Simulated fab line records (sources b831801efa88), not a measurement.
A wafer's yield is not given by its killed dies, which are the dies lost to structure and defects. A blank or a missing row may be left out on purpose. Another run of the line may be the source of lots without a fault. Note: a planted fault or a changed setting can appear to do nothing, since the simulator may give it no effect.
Matching of chambers ; flow sky130 ; pecvd-01 running SKY_PASSIVATION_CVD_00: 3 sister chambers
The step deposits SiO2, target thk 90 nm. 6 wafers are shown with their chamber, then 11 later ones without.

## WAFERS, EACH WITH ITS CHAMBER
wafer;chamber;heater_power_w (W)
L081.4;2;784
L081.6;0;703
L088.3;0;623
L088.5;2;678
L088.6;1;634
L089.2;1;656

## WAFERS WITHOUT THEIR CHAMBER
wafer;heater_power_w (W)
L089.3;705
L089.6;657
L091.1;688
L091.2;704
L091.5;590
L093.1;667
L093.3;655
L093.6;657
L094.1;731
L094.2;612
L094.3;606

## CHAMBER TAKEN BY EACH
wafer;from the rows above;in truth
L089.3;can't be placed: 2 or 0 or 1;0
L089.6;can't be placed: 0 or 1 or 2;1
L091.1;can't be placed: 0 or 1 or 2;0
L091.2;can't be placed: 2 or 0 or 1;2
L091.5;can't be placed: 1 or 0 or 2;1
L093.1;can't be placed: 0 or 1 or 2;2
L093.3;can't be placed: 0 or 1 or 2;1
L093.6;can't be placed: 0 or 1 or 2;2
L094.1;can't be placed: 2 or 0 or 1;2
L094.2;can't be placed: 1 or 0 or 2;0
L094.3;can't be placed: 1 or 0 or 2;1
Placed correctly: 0 of 11. From these rows, 11 cannot be placed; in 11 the true chamber is one of the candidates. Number placed wrongly: 0.
How it was worked out, from the rows above alone: a wafer's distance from a chamber is the root of the sum, over the readings, of the square of ((its reading less the chamber's mean) divided by the reading's scatter). The wafer belongs to the nearest chamber; if the next one is less than 2 further off, it can't be placed. A chamber's mean is the mean of its shown wafers. How the scatter is found: for the shown wafers, subtract from each reading the mean of its chamber, square and add these, divide the total by (wafers less chambers), then take the root.
